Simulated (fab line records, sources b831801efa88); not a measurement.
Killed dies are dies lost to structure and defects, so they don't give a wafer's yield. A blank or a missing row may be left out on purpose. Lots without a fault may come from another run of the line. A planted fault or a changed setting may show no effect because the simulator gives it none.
One fault seen from 2 desks | flow gf180mcu | each desk has only its own numbers; what lay behind them comes last

THE METROLOGY DESK
What the gauges read, lot by lot, whatever tool the lot ran on: means of the sampled wafers that have a number. A lot is out of limits, marked OUT, if its mean lies more than 4 standard deviations from the usual mean; the brackets give that distance.
Columns: A = M3_ALCU_THK at GF_M3_THK_MEAS_06, usual 443 nm; B = V3_BOW at GF_V3_BOW_MEAS_05, usual 116 um
lot  | first seen here | A   | B
L339 | day 20 02:46    | 441 | 123
L340 | day 20 17:40    | 442 | 107
L341 | day 20 23:05    | 434 | 120
L343 | day 21 22:55    | 439 | 117
L346 | day 22 20:15    | 444 | 117
L347 | day 23 10:41    | 450 | 111
L348 | day 23 12:11    | 441 | 120
L349 | day 23 22:16    | 436 | 112
L357 | day 26 19:53    | 433 | 113
L359 | day 27 03:49    | 446 | 114
L361 | day 27 21:47    | 449 | 121
This desk's finding: nothing out of limits on any of the 11 lots.

THE TOOL OWNER'S DESK: cmp-02
The tool's own readings at GF_V3_CMP_04 (polishes SiO2): means of the sampled wafers that have a number, for each lot that ran on this tool. A lot is out of limits, marked OUT, if its mean lies more than 4 standard deviations from the usual mean; the brackets give that distance.
Columns: A = motor_current_A at GF_V3_CMP_04, usual 12.0 A; B = platen_rpm at GF_V3_CMP_04, usual 60.00 rpm; C = slurry_flow_ml_min at GF_V3_CMP_04, usual 150.0; D = time_to_endpoint_s at GF_V3_CMP_04, usual 82 s
lot  | first seen here | A    | B     | C     | D
L340 | day 21 17:46    | 13.1 | 60.00 | 150.5 | 79
L341 | day 21 23:23    | 11.9 | 60.01 | 149.7 | 84
L343 | day 22 23:05    | 12.4 | 59.97 | 150.3 | 83
L346 | day 23 19:31    | 12.8 | 59.98 | 149.9 | 85
L347 | day 24 09:38    | 11.9 | 59.99 | 150.4 | 83
L349 | day 24 20:59    | 11.7 | 60.02 | 149.8 | 74
L361 | day 28 18:41    | 13.6 | 59.99 | 150.0 | 79
This desk's finding: nothing out of limits on any of the 7 lots.

PUT TOGETHER
The metrology desk saw nothing out of limits.
The tool owner's desk saw nothing out of limits.

WHAT THE SIMULATOR HAD PUT IN
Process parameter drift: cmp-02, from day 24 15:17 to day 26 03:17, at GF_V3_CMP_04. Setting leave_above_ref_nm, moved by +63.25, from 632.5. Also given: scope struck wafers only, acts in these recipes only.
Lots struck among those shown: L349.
